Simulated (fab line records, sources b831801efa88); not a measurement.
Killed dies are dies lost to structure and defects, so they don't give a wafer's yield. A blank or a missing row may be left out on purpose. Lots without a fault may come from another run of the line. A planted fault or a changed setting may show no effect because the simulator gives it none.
A struck lot beside a sound one | flow sky130 | 43 steps out of a route of 708
Sound: wafers L713.4, L713.5, L713.6. Struck: wafer L732.6. (L732.3, L732.5 of the same lot were not struck and are left out.) The cause comes at the end.
At each step with rows: each side's tool, then ch and its chambers, then its first start. Under that, the readings that differ: sound wafers | struck wafers | difference of the means | sigmas: that difference in standard deviations of wafers without a fault.
alike: readings whose means differ by less than 2 such deviations, and words and numbers that are the same on both sides. not compared: withheld readings, readings that some wafer has no value for, bounds like >300 that may hide the same value, and numbers for which the record gives no deviation and whose values overlap.
The two part at a step that has a row with sigmas, a row that says differs or no value, or rows on one side only. Numbers that don't overlap but have no deviation are shown without sigmas and don't part them. A reading that every wafer of one side lacks parts them only if that side has two wafers or more.

first, 8 steps without rows for these wafers: SKY_METAL3_DEHYDRATE_05 (time 60 s); SKY_METAL3_HMDS_06 (prime time 60 s); SKY_METAL3_COAT_07 (resist thk 60 nm); SKY_METAL3_COAT_08 (resist thk 1140 nm); SKY_METAL3_SOFTBAKE_09 (time 90 s); SKY_METAL3_EXPOSE_10 (exposes mask MM3, target cd 300 nm); SKY_METAL3_PEB_11; SKY_METAL3_DEVELOP_12 (develop time 60 s).
SKY_METAL3_CD_MEAS_13: target cd 300 nm.
  sound on cd_sem-01, day 39 11:37; struck on cd_sem-02, day 44 22:34
  alike: cd_nm
SKY_METAL3_OVL_MEAS_14:
  sound on overlay-02, day 39 11:41; struck on overlay-02, day 44 22:40
  reading         | sound  | struck | difference | sigmas
  METAL3_OVL (nm) | 10 1 9 | -4     | -11        | -2
then, 2 steps without rows for these wafers: SKY_METAL3_DESCUM_15 (chemistry O2, time 8 s); SKY_METAL3_ETCH_16 (etches BARC in N2/H2, stops on SiO2, time 88.2 s, target depth 60 nm).
SKY_METAL3_ETCH_17: etches SiO2 in C4F8/O2/Ar, stops on TiN, time 3.9 s, target depth 15 nm.
  sound on rie_diel-02 ch 0,3, day 39 11:50; struck on rie_diel-02 ch 0, day 44 22:49
  alike: oes_product_au
  not compared: rf_hours_counter_h
then, 1 step without rows for these wafers: SKY_METAL3_METAL_ETCH_18 (etches the open film in Cl2/BCl3, stops on SiO2, target depth 845 nm, time 183.1 s).
SKY_METAL3_STRIP_19: strips in O2/N2.
  sound on plasma_asher-03 ch 0,1, day 39 12:04; struck on plasma_asher-01 ch 0, day 44 23:03
  reading                     | sound          | struck | difference | sigmas
  drypump_motor_current_A (A) | 5.74 6.07 5.73 | 6.46   | +0.61      | +2
  alike: oes_product_au, strip_time_to_endpoint_s
  not compared: rf_hours_counter_h
then, 4 steps without rows for these wafers: SKY_METAL3_STRIP_20 (strips in post etch residue remover, time 1200 s); SKY_METAL3_CLEAN_21 (cleans in IPA, time 180 s); SKY_METAL3_CLEAN_22 (cleans in O3/DIW); SKY_VIA3_HDPCVD_00 (deposits SiO2, target thk 1635 nm, time 272.5 s).
SKY_VIA3_THK_MEAS_01:
  sound on film_metro-02, day 39 12:49; struck on film_metro-02, day 44 23:48
  alike: VIA3_HDPCVD_THK
SKY_VIA3_CMP_02: polishes SiO2.
  sound on cmp-02 ch 0,3, day 39 12:51; struck on cmp-02 ch 0, day 44 23:59
  alike: head_pressure_psi, motor_current_A
SKY_VIA3_BOW_MEAS_03:
  sound on film_metro-02, day 39 13:15; struck on film_metro-04, day 45 00:11
  alike: VIA3_BOW
then, 8 steps without rows for these wafers: SKY_VIA3_DEHYDRATE_04 (time 60 s); SKY_VIA3_HMDS_05 (prime time 60 s); SKY_VIA3_COAT_06 (resist thk 60 nm); SKY_VIA3_COAT_07 (resist thk 450 nm); SKY_VIA3_SOFTBAKE_08 (time 90 s); SKY_VIA3_EXPOSE_09 (exposes mask VIM3, target cd 200 nm); SKY_VIA3_PEB_10; SKY_VIA3_DEVELOP_11 (develop time 60 s).
SKY_VIA3_CD_MEAS_12: target cd 200 nm.
  sound on cd_sem-02, day 40 14:47; struck on cd_sem-02, day 45 21:31
  alike: cd_nm
SKY_VIA3_OVL_MEAS_13:
  sound on overlay-01, day 40 14:52; struck on overlay-01, day 45 21:37
  reading       | sound     | struck | difference | sigmas
  VIA3_OVL (nm) | -6 -12 -5 | 3      | +11        | +2
SKY_VIA3_ETCH_14: etches BARC in N2/H2, stops on SiO2, time 45.9 s, target depth 60 nm.
  sound on rie_diel-03 ch 0,2,3, day 40 14:54; struck on rie_diel-01 ch 2, day 45 21:38
  reading                | sound                | struck | difference | sigmas
  throttle_valve_pct (%) | 13.248 13.230 13.232 | 13.213 | -0.024     | -3
  alike: drypump_motor_current_A, oes_product_au
  not compared: rf_hours_counter_h
then, 1 step without rows for these wafers: SKY_VIA3_ETCH_15 (etches SiO2 in C4F8/O2/Ar, stops on TiN, target depth 507 nm, time 78 s).
SKY_VIA3_STRIP_16: strips in O2/N2.
  sound on plasma_asher-04 ch 0,1, day 40 15:01; struck on plasma_asher-04 ch 0, day 45 21:46
  alike: drypump_motor_current_A, oes_product_au, strip_time_to_endpoint_s
  not compared: rf_hours_counter_h
then, 3 steps without rows for these wafers: SKY_VIA3_STRIP_17 (strips in post etch residue remover, time 1200 s); SKY_VIA3_CLEAN_18 (cleans in IPA, time 180 s); SKY_VIA3_CLEAN_19 (cleans in O3/DIW).
SKY_VIA3_SPUTTER_20: material TiN, target thk 20 nm, time 80 s.
  sound on pvd_sputter-04, day 40 15:36; struck on pvd_sputter-04, day 45 22:20
  reading                | sound          | struck | difference | sigmas
  throttle_valve_pct (%) | 29.8 30.2 30.9 | 28.8   | -1.5       | -2
  alike: chamber_pressure_pa
then, 1 step without rows for these wafers: SKY_VIA3_CVD_21 (deposits W, target thk 390 nm, time 117.31 s).
SKY_VIA3_RS_MEAS_22: measures by four-point-probe.
  sound on film_metro-04, day 40 15:49; struck on film_metro-04, day 45 22:33
  reading            | sound             | struck | difference | sigmas
  VIA3_W_RS (ohm/sq) | 0.294 0.297 0.296 | 0.286  | -0.010     | -2
SKY_VIA3_THK_MEAS_23: measures by xrf.
  sound on film_metro-04, day 40 15:55; struck on film_metro-04, day 45 22:39
  reading         | sound       | struck | difference | sigmas
  VIA3_W_THK (nm) | 379 376 375 | 389    | +12        | +2
-- the record jumps here: 5 days lie between the struck wafers' starts before and after (it left off in module VIA3 and takes up again in module PAD_OPEN, whose first step shown is number 708 of the route) --
SKY_PAD_OPEN_PROBE_99:
  sound on prober-01, day 46 16:45; struck on prober-02, day 51 00:25
  reading                               | sound               | struck | difference | sigmas
  defect_limited_yield (%)              | 85.6 82.5 79.1      | 75.0   | -7.4       | -3
  killed_at_M0_to_M3                    | 35 53 56            | 89     | +41        | +6
  killed_dies                           | 71 86 103           | 123    | +36        | +3
  sort_bin_3_pad_short (%)              | 0.6 0.4 0.8         | 3.5    | +2.9       | +7
  sort_bin_5_function (%)               | 7.5 11.8 12.4       | 14.2   | +3.6       | +2
  sort_n_pass                           | 421 406 389         | 369    | -36        | -3
  sort_yield_pct (%)                    | 85.6 82.5 79.1      | 75.0   | -7.4       | -3
  model.etest.tester.sort_n_pass        | 421 406 389         | 369    | -36        |
  model.etest.tester.sort_yield_pct (%) | 85.57 82.52 79.06   | 75     | -7         |
  model.etest.tester.sort_bin_5_pct (%) | 7.52 11.79 12.4     | 14.23  | +3.66      |
  model.etest.tester.sort_bin_3_pct (%) | 0.6098 0.4065 0.813 | 3.455  | +2.845     |
  alike: killed_at_M4_up, killed_at_contacts, killed_at_front_end, killed_at_other, killed_open, killed_short, sort_bin_6_memory

WHERE THEY PART
First at SKY_METAL3_OVL_MEAS_14; last, within this record, at SKY_PAD_OPEN_PROBE_99.

WHY: what the simulator had put in
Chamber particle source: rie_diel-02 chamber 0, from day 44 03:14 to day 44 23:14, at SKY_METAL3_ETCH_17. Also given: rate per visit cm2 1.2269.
